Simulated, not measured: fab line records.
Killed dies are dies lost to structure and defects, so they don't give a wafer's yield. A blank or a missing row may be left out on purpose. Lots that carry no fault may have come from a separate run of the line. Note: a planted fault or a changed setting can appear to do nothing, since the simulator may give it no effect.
Matching of chambers | flow sky130 | SKY_VIA3_CMP_02 on cmp-01 has 4 sister chambers
The step polishes SiO2. 24 wafers are shown with their chamber, then 12 later ones without.

## EACH WAFER AND ITS CHAMBER
wafer  | chamber | motorCurrentA (A)
L075.2 | 0       | 12.2
L075.4 | 2       | 12.4
L075.5 | 2       | 13.1
L076.1 | 0       | 12.5
L076.5 | 0       | 10.9
L076.6 | 3       | 12.2
L077.2 | 1       | 13.3
L077.5 | 3       | 13.4
L077.6 | 2       | 12.5
L079.2 | 1       | 13.4
L079.3 | 3       | 12.3
L079.4 | 0       | 11.9
L080.2 | 0       | 12.1
L080.5 | 0       | 12.2
L080.6 | 1       | 12.4
L082.2 | 1       | 12.0
L082.4 | 3       | 12.5
L082.6 | 0       | 11.8
L087.3 | 1       | 12.5
L087.4 | 0       | 12.4
L087.6 | 0       | 12.3
L089.1 | 0       | 12.1
L089.2 | 2       | 12.1
L089.4 | 1       | 12.6

SIGNATURES, as means of the wafers listed above
reading       | chamber 0 | chamber 1 | chamber 2 | chamber 3 | scatter within a chamber
motorCurrentA | 12.040    | 12.700    | 12.525    | 12.600    | 0.487
Rule: distance of a wafer from a chamber = root of the sum over the readings of ((wafer's reading minus chamber's mean) / reading's scatter) squared. The wafer belongs to the nearest chamber; if the next one is less than 2 further off, it can't be placed. The scatter is the square root of a quotient: the sum, over the shown wafers, of each reading's squared deviation from its chamber's mean, divided by wafers minus chambers.

## WAFERS WHOSE CHAMBER IS MISSING
wafer  | motorCurrentA (A)
L092.1 | 13.5
L092.3 | 12.3
L092.4 | 12.6
L094.2 | 12.6
L094.4 | 11.7
L094.6 | 11.8
L095.3 | 12.1
L095.4 | 11.3
L095.5 | 12.7
L096.4 | 12.7
L096.5 | 12.6
L096.6 | 12.0

## THE CHAMBER EACH PASSED THROUGH
wafer  | from the rows above               | in truth
L092.1 | can't be placed: 1 or 3 or 2 or 0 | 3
L092.3 | can't be placed: 2 or 0 or 3 or 1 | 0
L092.4 | can't be placed: 3 or 2 or 1 or 0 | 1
L094.2 | can't be placed: 3 or 2 or 1 or 0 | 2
L094.4 | can't be placed: 0 or 2 or 3 or 1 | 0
L094.6 | can't be placed: 0 or 2 or 3 or 1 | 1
L095.3 | can't be placed: 0 or 2 or 3 or 1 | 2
L095.4 | can't be placed: 0 or 2 or 3 or 1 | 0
L095.5 | can't be placed: 1 or 3 or 2 or 0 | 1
L096.4 | can't be placed: 1 or 3 or 2 or 0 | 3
L096.5 | can't be placed: 3 or 2 or 1 or 0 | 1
L096.6 | can't be placed: 0 or 2 or 3 or 1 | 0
Correctly placed: 0 of 12. Cannot be placed on the basis of these rows: 12; the candidates contain the true chamber in 12. Wrongly placed: 0.
